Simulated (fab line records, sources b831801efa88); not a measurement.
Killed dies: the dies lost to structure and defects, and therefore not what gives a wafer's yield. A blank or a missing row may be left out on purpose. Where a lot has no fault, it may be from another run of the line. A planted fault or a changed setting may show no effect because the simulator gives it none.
One fault through the eyes of 2 desks / flow gf180mcu / each desk has only its own numbers; what lay behind them comes last

## THE TOOL OWNER'S DESK: implanter-02
For each lot that ran on this tool, the mean over its sampled wafers that have a number, from the tool's own readings at GF_VT_IMPLANT_IMPLANT_08. If a lot's mean is further than 4 standard deviations from the usual mean, the lot is out of limits and carries the mark OUT (the distance appears in the brackets).
Columns: A = dose ions cm2 at GF_VT_IMPLANT_IMPLANT_08, usual 8.29e+12; B = faraday current uA at GF_VT_IMPLANT_IMPLANT_08, usual 46.9
lot=L319; first seen here=day 6 13:29; A=8.29e+12; B=45.5
lot=L333; first seen here=day 10 09:21; A=7.59e+12 (-76) OUT; B=42.9 (-4.1) OUT
lot=L334; first seen here=day 10 11:23; A=7.58e+12 (-77) OUT; B=42.9 (-4.0) OUT
Finding of this desk: L333, L334 out of limits; the first was L333 at day 10 09:21, on dose ions cm2 at GF_VT_IMPLANT_IMPLANT_08. In limits: L319.

## METROLOGY DESK
Means of the sampled wafers that have a number, per lot and without regard to the tool the lot ran on: this is what the gauges read. If a lot's mean is further than 4 standard deviations from the usual mean, the lot is out of limits and carries the mark OUT (the distance appears in the brackets).
Columns: A = MVPSD_TW at GF_MVPSD_TW_MEAS_11, usual 554; B = VT_IMPLANT_OVL at GF_VT_IMPLANT_OVL_MEAS_07, usual 0.6 nm
lot=L319; first seen here=day 5 21:57; A=556; B=1.2
lot=L325; first seen here=day 7 17:20; A=558; B=2.9
lot=L333; first seen here=day 9 16:08; A=555; B=0.8
lot=L334; first seen here=day 9 17:59; A=558; B=0.1
lot=L335; first seen here=day 10 00:36; A=556; B=0.3
lot=L337; first seen here=day 10 10:50; A=544; B=1.4
Finding of this desk: none of the 6 lots has anything out of limits.

## PUT TOGETHER
The tool owner's desk could have raised an alarm at day 10 09:21, on L333, L334.
The metrology desk saw nothing out of limits.
The metrology desk holds a record of L333, L334, inside its limits.
All the named lots went through GF_VT_IMPLANT_IMPLANT_08 on implanter-02.

## WHAT HAD BEEN PUT IN BY THE SIMULATOR
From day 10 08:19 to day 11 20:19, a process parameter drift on implanter-02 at GF_VT_IMPLANT_IMPLANT_08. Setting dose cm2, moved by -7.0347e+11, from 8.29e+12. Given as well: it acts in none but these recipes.
Struck lots among those shown: L333, L334.
Each desk's first reading out of limits, in hours after the fault started: the tool owner's desk, 1.
